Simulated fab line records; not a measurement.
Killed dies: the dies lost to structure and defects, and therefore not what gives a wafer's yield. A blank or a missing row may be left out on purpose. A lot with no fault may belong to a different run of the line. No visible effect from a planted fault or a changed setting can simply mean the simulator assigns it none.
Which of the tools did it? | flow sky130 | 72 wafers from 24 lots sampled at 6 of the route's 708 steps

WHAT THE GAUGES READ, wafer by wafer
SKY_VT_ADJUST_LVTN_TW_MEAS_21.
lot  | measured     | on            | VT_ADJUST_LVTN_2_TW
L074 | day 8 01:58  | film metro-02 | 186.7 187.1 186.0
L075 | day 8 10:46  | film metro-04 | 188.7 189.2 188.4
L076 | day 8 15:27  | film metro-04 | 188.5 189.7 188.1
L077 | day 8 22:14  | film metro-02 | 187.5 186.5 186.5
L078 | day 9 07:19  | film metro-02 | 187.6 186.6 187.5
L079 | day 9 10:17  | film metro-04 | 188.9 190.3 190.5
L080 | day 9 16:55  | film metro-02 | 187.8 187.6 187.9
L081 | day 9 23:22  | film metro-02 | 188.3 188.5 188.2
L082 | day 10 09:13 | film metro-04 | 190.3 189.7 190.9
L083 | day 10 17:28 | film metro-03 | 189.6 190.4 190.1
L084 | day 10 21:15 | film metro-03 | 190.4 189.6 189.9
L085 | day 11 05:19 | film metro-04 | 189.7 189.9 190.8
L086 | day 11 12:07 | film metro-03 | 188.9 188.0 189.4
L087 | day 11 15:35 | film metro-03 | 189.1 189.0 191.2
L088 | day 12 02:05 | film metro-03 | 190.2 190.0 190.8
L089 | day 12 17:16 | film metro-02 | 186.4 185.7 185.4
L090 | day 12 19:35 | film metro-04 | 191.8 190.1 190.6
L091 | day 12 21:23 | film metro-02 | 185.8 186.3 186.0
L092 | day 12 23:46 | film metro-04 | 190.7 191.5 191.6
L093 | day 13 00:43 | film metro-04 | 190.7 190.1 190.1
L094 | day 13 23:13 | film metro-02 | 186.4 187.4 188.1
L095 | day 14 00:28 | film metro-02 | 186.5 187.6 187.9
L096 | day 14 01:48 | film metro-04 | 189.7 189.0 188.4
L097 | day 14 18:22 | film metro-02 | 187.9 187.5 187.9

SKY_LDD_P_OVL_MEAS_08.
lot  | measured     | on         | LDD_P_OVL (nm)
L074 | day 19 22:42 | overlay-02 | -1.4 0.0 1.4
L075 | day 20 22:15 | overlay-01 | 0.1 0.7 -0.5
L076 | day 20 18:18 | overlay-02 | 0.6 1.2 0.9
L077 | day 20 22:01 | overlay-02 | -1.1 -2.5 -2.3
L078 | day 21 17:23 | overlay-01 | -0.5 -0.2 -0.7
L079 | day 21 22:50 | overlay-01 | -1.8 -2.8 -1.1
L080 | day 22 01:24 | overlay-02 | -2.7 -0.7 0.2
L081 | day 22 04:57 | overlay-01 | 1.3 -0.8 0.0
L082 | day 23 02:29 | overlay-02 | -2.0 1.8 1.5
L083 | day 23 07:11 | overlay-02 | 0.0 -0.1 -0.3
L084 | day 23 10:05 | overlay-02 | 1.0 -1.4 0.5
L085 | day 23 23:44 | overlay-02 | -1.4 -1.1 -0.5
L086 | day 24 16:38 | overlay-02 | -0.2 -0.3 0.4
L087 | day 24 12:05 | overlay-02 | -0.2 -0.3 -1.9
L088 | day 24 17:07 | overlay-02 | -1.0 -0.5 0.1
L089 | day 25 10:41 | overlay-02 | -2.7 -0.6 -0.1
L090 | day 25 15:47 | overlay-02 | 0.3 1.0 1.0
L091 | day 25 16:38 | overlay-02 | -1.0 -1.0 0.5
L092 | day 25 21:02 | overlay-02 | -1.3 -1.4 -3.3
L093 | day 26 01:07 | overlay-02 | -1.3 -1.1 -0.6
L094 | day 26 23:05 | overlay-02 | 0.6 0.2 0.2
L095 | day 27 03:30 | overlay-02 | 0.0 -0.7 -1.0
L096 | day 27 04:06 | overlay-02 | -0.2 -1.0 -1.3
L097 | day 27 22:26 | overlay-02 | 0.8 0.4 1.4

SKY_LDD_HVP_TW_MEAS_10.
lot  | measured     | on            | LDD_HVP_TW
L074 | day 22 11:37 | film metro-03 | 457 460 458
L075 | day 23 12:47 | film metro-04 | 462 459 460
L076 | day 23 09:02 | film metro-03 | 455 456 455
L077 | day 23 12:20 | film metro-03 | 456 459 458
L078 | day 24 06:52 | film metro-03 | 459 458 458
L079 | day 24 11:59 | film metro-04 | 462 461 457
L080 | day 24 14:09 | film metro-04 | 461 461 460
L081 | day 24 17:34 | film metro-04 | 461 462 460
L082 | day 25 14:42 | film metro-03 | 460 462 460
L083 | day 25 19:02 | film metro-03 | 459 461 461
L084 | day 25 21:29 | film metro-03 | 462 458 462
L085 | day 26 12:19 | film metro-03 | 459 460 457
L086 | day 27 03:41 | film metro-02 | 453 452 455
L087 | day 27 00:28 | film metro-04 | 462 462 461
L088 | day 27 04:05 | film metro-02 | 454 453 452
L089 | day 27 21:41 | film metro-04 | 463 463 463
L090 | day 28 03:20 | film metro-04 | 461 461 458
L091 | day 28 03:59 | film metro-02 | 451 450 451
L092 | day 28 08:07 | film metro-02 | 451 453 453
L093 | day 28 11:49 | film metro-03 | 457 457 458
L094 | day 29 09:23 | film metro-02 | 453 452 451
L095 | day 29 13:23 | film metro-04 | 463 462 462
L096 | day 29 14:49 | film metro-03 | 461 461 459
L097 | day 30 07:59 | film metro-04 | 458 457 461

SKY_LI_CONTACT_CD_MEAS_12: the cd target is 170 nm.
lot  | measured     | on        | cd nm (nm)
L074 | day 29 23:01 | cd sem-02 | 169.9 168.0 169.4
L075 | day 31 00:43 | cd sem-02 | 170.1 169.6 169.5
L076 | day 30 20:41 | cd sem-02 | 169.8 170.8 169.8
L077 | day 30 23:07 | cd sem-01 | 170.9 171.6 172.6
L078 | day 31 17:50 | cd sem-01 | 169.2 168.8 168.6
L079 | day 31 21:13 | cd sem-01 | 169.8 170.6 169.7
L080 | day 32 04:50 | cd sem-01 | 172.3 173.1 172.1
L081 | day 32 03:49 | cd sem-02 | 170.2 171.2 169.0
L082 | day 32 22:27 | cd sem-01 | 169.9 169.3 170.3
L083 | day 33 01:33 | cd sem-01 | 168.9 167.4 166.7
L084 | day 33 06:59 | cd sem-01 | 171.1 171.0 170.4
L085 | day 33 16:02 | cd sem-01 | 171.8 172.6 172.0
L086 | day 34 09:31 | cd sem-01 | 167.6 168.2 168.4
L087 | day 34 06:28 | cd sem-02 | 170.9 171.8 170.8
L088 | day 34 12:18 | cd sem-01 | 169.4 169.8 168.6
L089 | day 35 02:37 | cd sem-01 | 169.3 169.4 169.8
L090 | day 35 04:54 | cd sem-02 | 170.8 169.0 169.9
L091 | day 35 06:07 | cd sem-02 | 169.2 169.1 170.1
L092 | day 35 14:14 | cd sem-02 | 169.8 167.4 168.1
L093 | day 35 16:02 | cd sem-01 | 168.7 169.6 169.1
L094 | day 36 08:51 | cd sem-02 | 169.1 168.2 167.2
L095 | day 36 15:46 | cd sem-01 | 171.0 171.4 172.0
L096 | day 36 17:40 | cd sem-01 | 172.7 171.9 171.4
L097 | day 37 08:04 | cd sem-01 | 169.7 169.3 169.1

SKY_METAL1_OVL_MEAS_16.
lot  | measured     | on         | METAL1_OVL (nm)
L074 | day 33 15:48 | overlay-02 | 4 0 4
L075 | day 34 16:30 | overlay-02 | 1 -4 -3
L076 | day 34 13:09 | overlay-02 | 0 4 2
L077 | day 34 15:04 | overlay-01 | -4 -9 0
L078 | day 35 08:20 | overlay-01 | 0 -1 0
L079 | day 35 12:10 | overlay-01 | -8 2 -6
L080 | day 35 20:04 | overlay-02 | 6 3 4
L081 | day 35 18:25 | overlay-01 | -1 -2 -3
L082 | day 36 12:37 | overlay-01 | -4 1 -4
L083 | day 36 17:01 | overlay-01 | 7 5 3
L084 | day 36 21:11 | overlay-01 | 4 4 2
L085 | day 37 05:48 | overlay-02 | 4 2 0
L086 | day 37 23:59 | overlay-02 | -7 -3 0
L087 | day 37 19:44 | overlay-01 | 0 1 6
L088 | day 38 01:31 | overlay-01 | -12 -12 -8
L089 | day 38 14:45 | overlay-01 | 3 8 6
L090 | day 38 16:55 | overlay-01 | 3 6 -1
L091 | day 38 19:00 | overlay-02 | 1 -6 -2
L092 | day 39 02:54 | overlay-01 | -12 2 -17
L093 | day 39 04:04 | overlay-01 | -4 -2 6
L094 | day 39 20:34 | overlay-02 | 0 4 -1
L095 | day 40 00:59 | overlay-01 | -5 0 -5
L096 | day 40 05:24 | overlay-01 | 5 1 2
L097 | day 40 18:06 | overlay-01 | 4 2 2

WHICH TOOL RAN EACH LOT (tool, then ch and the chambers of the sampled wafers, then the start)
lot  | SKY_VT_ADJUST_PCH_STRIP_09
L074 | plasma asher-03 ch 0,1, day 10 21:58
L075 | plasma asher-03 ch 0,1, day 11 07:46
L076 | plasma asher-03 ch 0,1, day 11 13:19
L077 | plasma asher-03 ch 0,1, day 11 20:00
L078 | plasma asher-04 ch 0,1, day 12 15:10
L079 | plasma asher-01 ch 0,1, day 12 17:33
L080 | plasma asher-04 ch 0,1, day 12 19:37
L081 | plasma asher-01 ch 0,1, day 12 21:13
L082 | plasma asher-01 ch 0,1, day 13 18:34
L083 | plasma asher-03 ch 0, day 13 21:43
L084 | plasma asher-01 ch 0,1, day 13 23:10
L085 | plasma asher-04 ch 0,1, day 14 02:43
L086 | plasma asher-04 ch 0,1, day 15 02:28
L087 | plasma asher-01 ch 0,1, day 15 02:51
L088 | plasma asher-04 ch 0,1, day 15 04:59
L089 | plasma asher-04 ch 0,1, day 16 00:19
L090 | plasma asher-01 ch 0,1, day 16 03:21
L091 | plasma asher-04 ch 0,1, day 16 06:52
L092 | plasma asher-03 ch 0,1, day 16 09:40
L093 | plasma asher-04 ch 0,1, day 16 10:13
L094 | plasma asher-01 ch 0,1, day 17 10:40
L095 | plasma asher-04 ch 1, day 17 12:31
L096 | plasma asher-03 ch 0,1, day 17 14:37
L097 | plasma asher-03 ch 0,1, day 18 08:31
- SKY_VT_ADJUST_PCH_STRIP_09: strips in O2/N2.

WHAT THE TOOLS THEMSELVES READ (means of the sampled wafers that have a number; where no wafer has one, the mark that the record gives instead)
SKY_VT_ADJUST_PCH_STRIP_09.
lot  | tool            | drypump motor current A (A) | oes product au (a.u.) | strip time to endpoint s (s)
L074 | plasma asher-03 | 6.1                         | 0.720                 | 37.02
L075 | plasma asher-03 | 6.1                         | 0.722                 | 36.93
L076 | plasma asher-03 | 6.1                         | 0.721                 | 36.87
L077 | plasma asher-03 | 6.1                         | 0.724                 | 36.95
L078 | plasma asher-04 | 6.3                         | 0.722                 | 37.00
L079 | plasma asher-01 | 5.6                         | 0.720                 | 36.85
L080 | plasma asher-04 | 6.3                         | 0.724                 | 37.03
L081 | plasma asher-01 | 5.6                         | 0.718                 | 36.97
L082 | plasma asher-01 | 6.0                         | 0.721                 | 37.04
L083 | plasma asher-03 | 6.1                         | 0.723                 | 36.85
L084 | plasma asher-01 | 5.7                         | 0.726                 | 37.19
L085 | plasma asher-04 | 6.3                         | 0.725                 | 36.86
L086 | plasma asher-04 | 6.1                         | 0.723                 | 37.05
L087 | plasma asher-01 | 6.0                         | 0.722                 | 36.87
L088 | plasma asher-04 | 6.2                         | 0.722                 | 36.91
L089 | plasma asher-04 | 6.3                         | 0.722                 | 37.08
L090 | plasma asher-01 | 5.6                         | 0.724                 | 36.87
L091 | plasma asher-04 | 6.2                         | 0.718                 | 37.01
L092 | plasma asher-03 | 6.1                         | 0.720                 | 36.89
L093 | plasma asher-04 | 6.1                         | 0.722                 | 36.95
L094 | plasma asher-01 | 6.0                         | 0.717                 | 36.95
L095 | plasma asher-04 | 6.0                         | 0.721                 | 37.03
L096 | plasma asher-03 | 6.0                         | 0.722                 | 37.00
L097 | plasma asher-03 | 6.1                         | 0.725                 | 36.98

THE ANSWER, worked out from the rows above alone
Rule: usual is defined by the lots themselves. The widest of any qualifying gaps counts: lots, ordered by their means at a reading, are off when they make up no more than a third of the lots, leave a main group of 4 or more, and stand apart from it by 3 or more times the standard deviation of that group's means. A main group whose means are all the same, to the digits that the tables above print for the reading, isn't used. A lot without any number at a reading at which 4 lots or more have one is off too. Any other lot the step has rows for is counted as sound. The gauges are gone through in route order, then the tools' own readings, and for those a lot's mean is taken as printed above. The first step at which some lot is off is used, and at that step the reading that is off furthest; a lot without a number counts as furthest.
No lot is off at any reading shown: from this, nothing can be told.

WHAT THE SIMULATOR PUT IN
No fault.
